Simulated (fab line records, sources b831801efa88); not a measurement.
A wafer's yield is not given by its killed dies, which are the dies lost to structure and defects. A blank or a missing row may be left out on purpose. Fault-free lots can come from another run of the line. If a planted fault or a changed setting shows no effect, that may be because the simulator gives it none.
8D (eight disciplines) problem report, filled in by code -- flow gf180mcu -- the parts of the form that need people (team, actions taken, sign-off) are left out

1. WHAT IS WRONG
Wafers free of any fault read 555 (standard deviation 3.3) for LVPWELL_TW at GF_LVPWELL_TW_MEAS_11, against a mean of 609 on 6 wafers of 2 lots. Relative to the usual mean, that is a shift of +16 standard deviations.
First seen on wafer L661.1, day 6 11:35, on film metro-03. The record has a number at this step for 39 wafers belonging to 13 lots. The rule behind "out" and "out of limits": a value lying over 4 standard deviations away from the usual mean. The other wafers with a number count as sound.

2. WHAT IT IS; WHAT IT IS NOT
question,is,is not
which readings at this step,LVPWELL_TW,-
which lots,"L661, L664","L650, L651, L652, L653, L654, L656, L657, L667, L669, L670, L672"
which wafers of those lots,all that have a number,-
read on which gauges,"film metro-01, film metro-03",film metro-02
when,from day 6 11:35,"up to then (21 sound wafers); but 12 sound wafers of L667, L669, L670, L672 came after"

3. SUSPECTS, AND WHAT RULES EACH OUT
Counting: a tool at a process step up to the reading stays a suspect if it ran every lot that is out and no sound lot after the first of them.
- ruled out: the gauge at GF_LVPWELL_TW_MEAS_11. 2 gauges (film metro-01, film metro-03) read the wafers that are out.
- implanter-01 at GF_LVPWELL_IMPLANT_08: kept. Every lot that is out went through it, starting with L661 (day 6 11:11), and after that it ran no sound lot; the last sound lot it ran before then is L657 (day 5 10:59). Out on those wafers are its own readings of tilt deg.
Left after counting: implanter-01 at GF_LVPWELL_IMPLANT_08.

4. THE CAUSE (what the simulator had put in)
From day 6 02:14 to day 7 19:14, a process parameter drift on implanter-01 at GF_LVPWELL_IMPLANT_08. From 0, the setting tilt deg moved by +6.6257. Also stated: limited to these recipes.
The count eliminated every tool but this one.

5. THE EFFECT CHAIN, in route order
Each row: a reading whose mean over the struck wafers that have a number lies more than 3 standard deviations from the usual. Only readings whose record carries a usual standard deviation are examined. hours: median over the lots of the time between each lot's start at the first step of this table that gives one and its start at this step. sigmas: the change, counted in usual standard deviations.
hours,step,reading,usual,on struck wafers,change,sigmas
0,GF_LVPWELL_IMPLANT_08,tilt deg,0.002 degrees,6.647,+6.646,+99 or more
0,GF_LVPWELL_TW_MEAS_11,LVPWELL_TW,555,609,+54,+16
101,GF_VT_IMPLANT_RS_MEAS_48,LVPWELL_RS,1196 ohm/sq,1430,+234,+67
Here are the process steps it includes:
- GF_LVPWELL_IMPLANT_08

6. HOW IT WOULD HAVE BEEN CAUGHT EARLIER
Counted from the fault's start at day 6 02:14, it took 9 hours until the first out-of-limits reading at a measuring or inspecting step in this record, taken at day 6 11:35.
Tool's own readings at GF_LVPWELL_IMPLANT_08, tilt deg: out on all struck wafers the step has rows for; an alarm limit on them would have tripped on the first.
Among the 2 lots that are out, L664 began GF_LVPWELL_IMPLANT_08 on implanter-01 after day 6 11:35. Holding the tool at that time would have saved it.
